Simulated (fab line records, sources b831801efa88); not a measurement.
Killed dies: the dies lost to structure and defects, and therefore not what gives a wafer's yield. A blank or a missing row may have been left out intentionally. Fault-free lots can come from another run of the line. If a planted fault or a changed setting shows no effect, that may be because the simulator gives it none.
The tool behind it: which one? + flow gf180mcu + 10 lots with 30 wafers sampled at 4 steps, on a route of 602 steps

== WHAT EACH GAUGE READ, for each wafer ==
GF_V2_RS_MEAS_24: measurement is done with a four-point probe.
| lot  | measured     | on           | V2_W_RS (ohm/sq)  |
|------|--------------|--------------|-------------------|
| L399 | day 21 23:36 | filmMetro-03 | 0.327 0.329 0.325 |
| L400 | day 22 14:39 | filmMetro-01 | 0.323 0.331 0.331 |
| L402 | day 23 09:02 | filmMetro-03 | 0.324 0.324 0.334 |
| L406 | day 24 15:20 | filmMetro-03 | 0.194 0.194 0.193 |
| L408 | day 25 04:39 | filmMetro-03 | 0.195 0.194 0.194 |
| L410 | day 25 15:25 | filmMetro-03 | 0.322 0.324 0.329 |
| L411 | day 25 20:32 | filmMetro-01 | 0.329 0.333 0.325 |
| L413 | day 26 12:48 | filmMetro-01 | 0.331 0.329 0.335 |
| L418 | day 27 20:36 | filmMetro-01 | 0.330 0.326 0.320 |
| L420 | day 28 14:02 | filmMetro-01 | 0.323 0.330 0.327 |

== EACH LOT AND THE TOOL THAT RAN IT (in order: tool; ch and the chambers of the sampled wafers; start) ==
| lot  | GF_V2_CVD_02                    | GF_V2_ETCH_16                     | GF_V2_CVD_23                 |
|------|---------------------------------|-----------------------------------|------------------------------|
| L399 | pecvd-03 ch 0,1,2, day 20 21:16 | rieDiel-02 ch 0,2,3, day 21 22:44 | cvdW-02 ch 0,1, day 21 23:29 |
| L400 | pecvd-04 ch 0,2, day 21 13:18   | rieDiel-02 ch 0,2,3, day 22 13:46 | cvdW-01 ch 0,1, day 22 14:32 |
| L402 | pecvd-02 ch 0,2, day 22 08:21   | rieDiel-02 ch 0,1,3, day 23 08:10 | cvdW-01 ch 0,1, day 23 08:55 |
| L406 | pecvd-02 ch 0,2, day 23 15:05   | rieDiel-02 ch 1,2,3, day 24 14:26 | cvdW-01 ch 0,1, day 24 15:13 |
| L408 | pecvd-03 ch 0,1,2, day 24 07:41 | rieDiel-02 ch 0,1,2, day 25 03:46 | cvdW-01 ch 0,1, day 25 04:31 |
| L410 | pecvd-04 ch 0,2, day 24 17:06   | rieDiel-03 ch 0,1,3, day 25 14:32 | cvdW-02 ch 0,1, day 25 15:18 |
| L411 | pecvd-04 ch 0,1,2, day 24 22:09 | rieDiel-03 ch 0,1,3, day 25 19:37 | cvdW-02 ch 0,1, day 25 20:25 |
| L413 | pecvd-04 ch 0,1,2, day 25 14:07 | rieDiel-03 ch 0,1,2, day 26 11:52 | cvdW-02 ch 0,1, day 26 12:40 |
| L418 | pecvd-03 ch 1,2, day 26 23:12   | rieDiel-03 ch 0,3, day 27 19:43   | cvdW-01 ch 0,1, day 27 20:29 |
| L420 | pecvd-04 ch 0,1, day 27 15:39   | rieDiel-02 ch 0,1, day 28 13:05   | cvdW-02 ch 0,1, day 28 13:55 |
- GF_V2_CVD_02: deposits SiO2 from TEOS, target thk 850 nm, time 94.851 s.
- GF_V2_ETCH_16: etches BARC in N2/H2.
- GF_V2_CVD_23: deposits W, target thk 350 nm, time 104.94 s.

== THE ANSWER, worked out from the rows above alone ==
Rule: usual is defined by the lots themselves. Put in order of their means at a reading, lots are off if they are a third of the lots or fewer, leave a main group of 4 or more, and stand apart from it by a gap of 3 or more times the standard deviation of the main group's means; of several such gaps the widest counts. A main group is skipped when, at the precision printed for the reading in the tables above, its means are all equal. A lot without any number at a reading at which 4 lots or more have one is off too. Where the step has rows for the other lots, those lots are counted as sound.
Off: L406, L408, seen at GF_V2_RS_MEAS_24 (V2_W_RS). Main group: mean 0.328 ohm/sq, sd 0.002.
If a tool, at a process step before that reading, ran all the lots that are off and no sound lot after the first of them, it fits. Those tools and the gauges at GF_V2_RS_MEAS_24 are tried in the same way. None of those tried fits.

== WHAT THE SIMULATOR HAD INSERTED ==
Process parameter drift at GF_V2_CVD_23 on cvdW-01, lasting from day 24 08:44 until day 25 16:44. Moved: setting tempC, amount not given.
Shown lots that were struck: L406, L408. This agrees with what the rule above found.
